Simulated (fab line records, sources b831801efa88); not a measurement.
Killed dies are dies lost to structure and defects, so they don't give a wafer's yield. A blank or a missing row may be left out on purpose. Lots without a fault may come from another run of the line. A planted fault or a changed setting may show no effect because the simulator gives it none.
A struck lot beside a sound one | flow sky130 | 28 steps out of a route of 708
Sound: wafers L325.1, L325.4, L325.5. Struck: wafers L333.3, L333.4, L333.6. The cause comes at the end.
At each step with rows: each side's tool, then ch and its chambers, then its first start. Under that, the readings that differ: sound wafers | struck wafers | difference of the means | sigmas: that difference in standard deviations of wafers without a fault.
alike: readings whose means differ by less than 2 such deviations, and words and numbers that are the same on both sides. not compared: withheld readings, readings that some wafer has no value for, bounds like >300 that may hide the same value, and numbers for which the record gives no deviation and whose values overlap.
The two part at a step that has a row with sigmas, a row that says differs or no value, or rows on one side only. Numbers that don't overlap but have no deviation are shown without sigmas and don't part them. A reading that every wafer of one side lacks parts them only if that side has two wafers or more.

first, 1 step without rows for these wafers: SKY_VT_ADJUST_LVTN_IMPLANT_08.
SKY_VT_ADJUST_LVTN_STRIP_09: strips in O2/N2.
  sound on plasma_asher-02 ch 0,1, day 6 20:09; struck on plasma_asher-01 ch 0,1, day 9 01:26
  reading                      | sound             | struck            | difference | sigmas
  strip_time_to_endpoint_s (s) | 37.00 37.01 37.05 | 36.76 36.84 36.83 | -0.21      | -2
  alike: drypump_motor_current_A, oes_product_au
  not compared: rf_hours_counter_h
SKY_VT_ADJUST_LVTN_TW_MEAS_10:
  sound on film_metro-02, day 6 20:15; struck on film_metro-04, day 9 01:31
  alike: VT_ADJUST_LVTN_TW
then, 7 steps without rows for these wafers: SKY_VT_ADJUST_LVTN_DEHYDRATE_11 (time 60 s); SKY_VT_ADJUST_LVTN_HMDS_12 (prime time 60 s); SKY_VT_ADJUST_LVTN_COAT_13 (resist thk 1140 nm); SKY_VT_ADJUST_LVTN_SOFTBAKE_14 (time 60 s); SKY_VT_ADJUST_LVTN_EXPOSE_15 (exposes mask HVN STD DERIVED, target cd 600 nm); SKY_VT_ADJUST_LVTN_PEB_16; SKY_VT_ADJUST_LVTN_DEVELOP_17 (develop time 60 s).
SKY_VT_ADJUST_LVTN_OVL_MEAS_18:
  sound on overlay-01, day 7 15:52; struck on overlay-02, day 9 22:35
  reading                    | sound          | struck      | difference | sigmas
  VT_ADJUST_LVTN_01_OVL (nm) | -2.5 -3.6 -1.6 | 0.1 1.7 0.2 | +3.2       | +2
then, 1 step without rows for these wafers: SKY_VT_ADJUST_LVTN_IMPLANT_19.
SKY_VT_ADJUST_LVTN_STRIP_20: strips in O2/N2.
  sound on plasma_asher-02 ch 0,1, day 7 16:03; struck on plasma_asher-03 ch 0,1, day 9 22:47
  reading                                             | sound             | struck            | difference                    | sigmas
  oes_product_au (a.u.)                               | 0.718 0.717 0.714 | 0.907 0.893 0.910 | +0.187                        | +39
  strip_time_to_endpoint_s (s)                        | 14.22 14.20 14.17 | - - -             | no value on the struck wafers |
  model.NOVOLAK_of_VT_ADJUST_LVTN_COAT_13.thk_nm (nm) | 0 0 0             | 756.1 755.3 757.3 | +756.2                        |
  alike: drypump_motor_current_A
  not compared: rf_hours_counter_h
SKY_VT_ADJUST_LVTN_TW_MEAS_21:
  sound on film_metro-04, day 7 16:09; struck on film_metro-03, day 9 22:52
  alike: VT_ADJUST_LVTN_2_TW
then, 7 steps without rows for these wafers: SKY_VT_ADJUST_NCORE_DEHYDRATE_00 (time 60 s); SKY_VT_ADJUST_NCORE_HMDS_01 (prime time 60 s); SKY_VT_ADJUST_NCORE_COAT_02 (resist thk 1121 nm); SKY_VT_ADJUST_NCORE_SOFTBAKE_03 (time 60 s); SKY_VT_ADJUST_NCORE_EXPOSE_04 (exposes mask LVTN COMPLEMENT THIN, target cd 380 nm); SKY_VT_ADJUST_NCORE_PEB_05; SKY_VT_ADJUST_NCORE_DEVELOP_06 (develop time 60 s).
SKY_VT_ADJUST_NCORE_CD_MEAS_07: target cd 380 nm.
  sound on cd_sem-02, day 8 12:25; struck on cd_sem-02, day 10 20:57
  alike: cd_nm
SKY_VT_ADJUST_NCORE_OVL_MEAS_08:
  sound on overlay-01, day 8 12:32; struck on overlay-02, day 10 21:03
  alike: VT_ADJUST_NCORE_OVL
then, 1 step without rows for these wafers: SKY_VT_ADJUST_NCORE_IMPLANT_09.
SKY_VT_ADJUST_NCORE_STRIP_10: strips in O2/N2.
  sound on plasma_asher-02 ch 0,1, day 8 12:43; struck on plasma_asher-02 ch 0,1, day 10 21:15
  reading                      | sound             | struck            | difference | sigmas
  strip_time_to_endpoint_s (s) | 13.86 13.93 13.93 | 25.36 25.34 25.33 | +11.44     | +99 or more
  alike: drypump_motor_current_A, oes_product_au
  not compared: rf_hours_counter_h
SKY_VT_ADJUST_NCORE_TW_MEAS_11:
  sound on film_metro-03, day 8 12:49; struck on film_metro-03, day 10 21:20
  reading            | sound             | struck         | difference | sigmas
  VT_ADJUST_NCORE_TW | 219.7 222.1 221.3 | 30.3 30.2 30.1 | -190.8     | -99 or more
then, 1 step without rows for these wafers: SKY_VT_ADJUST_HVTR_DEHYDRATE_00 (time 60 s).
-- the record jumps here: 38 days lie between the struck wafers' starts before and after (it left off in module VT_ADJUST_HVTR and takes up again in module PAD_OPEN, whose first step shown is number 708 of the route) --
SKY_PAD_OPEN_PROBE_99:
  sound on prober-01, day 45 16:36; struck on prober-02, day 48 22:36
  reading                                | sound                         | struck                        | difference | sigmas
  model.etest.nfet_16v.r_on_ohm_um       | 1.403e+04 1.41e+04 1.406e+04  | 1.235e+04 1.244e+04 1.233e+04 | -1.690e+03 |
  model.etest.pfet_16v.r_on_ohm_um       | 1.476e+04 1.478e+04 1.479e+04 | 1.634e+04 1.654e+04 1.64e+04  | +1.650e+03 |
  model.etest.pfet_g5v0d10v5.r_on_ohm_um | 4757 4753 4732                | 6154 6015 6013                | +1313      |
  model.etest.tip_p.rs_ohm_sq            | 6963 7063 6940                | 7770 7819 7800                | +808       |
  model.etest.pfet_01v8.r_on_ohm_um      | 3000 2881 2893                | 3528 3412 3476                | +547       |
  model.etest.tip_p_5v.rs_ohm_sq         | 2826 2863 2844                | 3089 3066 3092                | +238       |
  model.etest.pfet_g5v0d10v5.drive_ua_um | 344.3 345.2 343.2             | 242.1 246.7 246.5             | -99.1      |
  model.etest.nfet_01v8.drive_ua_um      | 487.7 500.9 513.4             | 552.4 560.3 559.8             | +56.8      |

WHERE THEY PART
First at SKY_VT_ADJUST_LVTN_STRIP_09; last, within this record, at SKY_VT_ADJUST_NCORE_TW_MEAS_11.

WHY: what the simulator had put in
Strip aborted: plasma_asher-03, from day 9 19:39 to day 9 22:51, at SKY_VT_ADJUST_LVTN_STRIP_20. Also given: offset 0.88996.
